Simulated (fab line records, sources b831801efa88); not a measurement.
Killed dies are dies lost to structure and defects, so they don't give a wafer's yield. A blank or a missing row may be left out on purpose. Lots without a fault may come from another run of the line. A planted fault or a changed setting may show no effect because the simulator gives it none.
Which tool did it? | flow sky130 | 13 lots, 39 wafers sampled, at 4 steps of a route of 708

WHAT THE GAUGES READ, wafer by wafer
SKY_CAPM_OVL_MEAS_12.
lot  | measured     | on         | CAPM_OVL (nm)
L464 | day 37 23:37 | overlay-01 | 0.7 0.1 0.9
L466 | day 38 16:43 | overlay-01 | -0.4 -1.2 0.3
L467 | day 39 06:57 | overlay-01 | -1.4 -1.8 0.2
L469 | day 39 21:56 | overlay-01 | -2.9 -2.7 -2.6
L470 | day 39 21:16 | overlay-02 | -0.1 -1.0 -0.3
L471 | day 40 07:10 | overlay-01 | -1.2 -1.7 -0.6
L472 | day 40 10:41 | overlay-02 | 1.7 -0.9 0.0
L473 | day 41 02:25 | overlay-01 | -0.6 -1.0 1.0
L474 | day 41 04:16 | overlay-02 | -2.9 -3.9 -2.2
L475 | day 41 12:01 | overlay-01 | -1.6 -0.9 -0.6
L484 | day 43 21:53 | overlay-02 | 1.2 0.9 -0.4
L485 | day 44 00:07 | overlay-01 | -2.1 -1.1 -2.5
L486 | day 44 05:14 | overlay-02 | -1.0 -0.2 -1.0

WHICH TOOL RAN EACH LOT (tool, then ch and the chambers of the sampled wafers, then the start)
lot  | SKY_METAL2_SPUTTER_03        | SKY_VIA2_CMP_24               | SKY_CAPM_SPUTTER_02
L464 | pvd_sputter-01, day 34 14:40 | cmp-01 ch 0,1,3, day 36 21:14 | pvd_sputter-04, day 36 21:44
L466 | pvd_sputter-02, day 35 06:59 | cmp-01 ch 0,3, day 37 14:32   | pvd_sputter-03, day 37 15:04
L467 | pvd_sputter-04, day 35 21:44 | cmp-02 ch 0,1, day 38 04:56   | pvd_sputter-01, day 38 05:25
L469 | pvd_sputter-02, day 36 13:54 | cmp-02 ch 0,1, day 38 21:05   | pvd_sputter-01, day 38 21:34
L470 | pvd_sputter-04, day 36 14:12 | cmp-02 ch 0,2, day 38 20:32   | pvd_sputter-03, day 38 21:04
L471 | pvd_sputter-02, day 37 00:05 | cmp-01 ch 1,3, day 39 05:36   | pvd_sputter-01, day 39 06:05
L472 | pvd_sputter-04, day 37 05:04 | cmp-02 ch 1,2,3, day 39 09:50 | pvd_sputter-01, day 39 10:13
L473 | pvd_sputter-04, day 37 20:26 | cmp-02 ch 0,1,2, day 40 00:45 | pvd_sputter-03, day 40 01:17
L474 | pvd_sputter-01, day 37 22:05 | cmp-02 ch 0,2,3, day 40 03:23 | pvd_sputter-04, day 40 03:49
L475 | pvd_sputter-02, day 38 05:56 | cmp-01 ch 0,1, day 40 10:39   | pvd_sputter-04, day 40 11:11
L484 | pvd_sputter-04, day 40 18:08 | cmp-01 ch 0,3, day 42 21:32   | pvd_sputter-04, day 42 22:04
L485 | pvd_sputter-04, day 40 20:38 | cmp-01 ch 0,1,2, day 43 00:17 | pvd_sputter-04, day 43 00:49
L486 | pvd_sputter-02, day 41 02:34 | cmp-02 ch 0,2,3, day 43 05:08 | pvd_sputter-04, day 43 05:34
- SKY_METAL2_SPUTTER_03: material Ti, target thk 5 nm, time 3.3 s.
- SKY_VIA2_CMP_24: polishes, stops on SiO2, t overpolish 20 s, target thk 0 nm.
- SKY_CAPM_SPUTTER_02: material TiN, target thk 200 nm, time 166.7 s.

WHAT THE TOOLS THEMSELVES READ (means of the sampled wafers that have a number; where no wafer has one, the mark that the record gives instead)
SKY_METAL2_SPUTTER_03.
lot  | tool           | throttle_valve_pct (%)
L464 | pvd_sputter-01 | 30.0
L466 | pvd_sputter-02 | 29.6
L467 | pvd_sputter-04 | 29.7
L469 | pvd_sputter-02 | 29.1
L470 | pvd_sputter-04 | 30.5
L471 | pvd_sputter-02 | 29.1
L472 | pvd_sputter-04 | 29.8
L473 | pvd_sputter-04 | 30.3
L474 | pvd_sputter-01 | 29.4
L475 | pvd_sputter-02 | 29.3
L484 | pvd_sputter-04 | 29.8
L485 | pvd_sputter-04 | 30.4
L486 | pvd_sputter-02 | 29.5

SKY_VIA2_CMP_24.
lot  | tool   | motor_current_A (A) | overpolish_run_s (s) | time_to_endpoint_s (s)
L464 | cmp-01 | 10.6                | 20.000               | 100
L466 | cmp-01 | 10.2                | 20.002               | 96
L467 | cmp-02 | 11.6                | 20.000               | 101
L469 | cmp-02 | 11.7                | 19.995               | 109
L470 | cmp-02 | 10.7                | 19.996               | 100
L471 | cmp-01 | 10.2                | 20.004               | 94
L472 | cmp-02 | 10.1                | 20.002               | 102
L473 | cmp-02 | 11.2                | 22.435               | 101
L474 | cmp-02 | 10.0                | 22.432               | 103
L475 | cmp-01 | 9.9                 | 20.000               | 98
L484 | cmp-01 | 10.0                | 20.002               | 97
L485 | cmp-01 | 10.4                | 20.009               | 101
L486 | cmp-02 | 9.8                 | 20.005               | 107

SKY_CAPM_SPUTTER_02.
lot  | tool           | throttle_valve_pct (%)
L464 | pvd_sputter-04 | 31.0
L466 | pvd_sputter-03 | 29.9
L467 | pvd_sputter-01 | 29.9
L469 | pvd_sputter-01 | 28.4
L470 | pvd_sputter-03 | 28.8
L471 | pvd_sputter-01 | 29.2
L472 | pvd_sputter-01 | 30.5
L473 | pvd_sputter-03 | 30.0
L474 | pvd_sputter-04 | 30.5
L475 | pvd_sputter-04 | 30.5
L484 | pvd_sputter-04 | 30.4
L485 | pvd_sputter-04 | 30.3
L486 | pvd_sputter-04 | 29.7

THE ANSWER, worked out from the rows above alone
Rule: what is usual is taken from the lots themselves. Put in order of their means at a reading, lots are off if they are a third of the lots or fewer, leave a main group of 4 or more, and stand apart from it by a gap of 3 or more times the standard deviation of the main group's means; of several such gaps the widest counts. A main group whose means are all the same, to the digits that the tables above print for the reading, isn't used. A lot without any number at a reading at which 4 lots or more have one is off too. The other lots that the step has rows for count as sound. The gauges are gone through in route order, then the tools' own readings, and for those a lot's mean is taken as printed above. The first step at which some lot is off is used, and at that step the reading that is off furthest; a lot without a number counts as furthest.
Off: L473, L474, at SKY_VIA2_CMP_24 (overpolish_run_s). The main group: mean 20.001 s, standard deviation 0.0037.
A tool fits if, at that step or a process step before it, it ran every lot that is off, and no sound lot after the first of them. None of those tried fits.

WHAT THE SIMULATOR HAD PUT IN
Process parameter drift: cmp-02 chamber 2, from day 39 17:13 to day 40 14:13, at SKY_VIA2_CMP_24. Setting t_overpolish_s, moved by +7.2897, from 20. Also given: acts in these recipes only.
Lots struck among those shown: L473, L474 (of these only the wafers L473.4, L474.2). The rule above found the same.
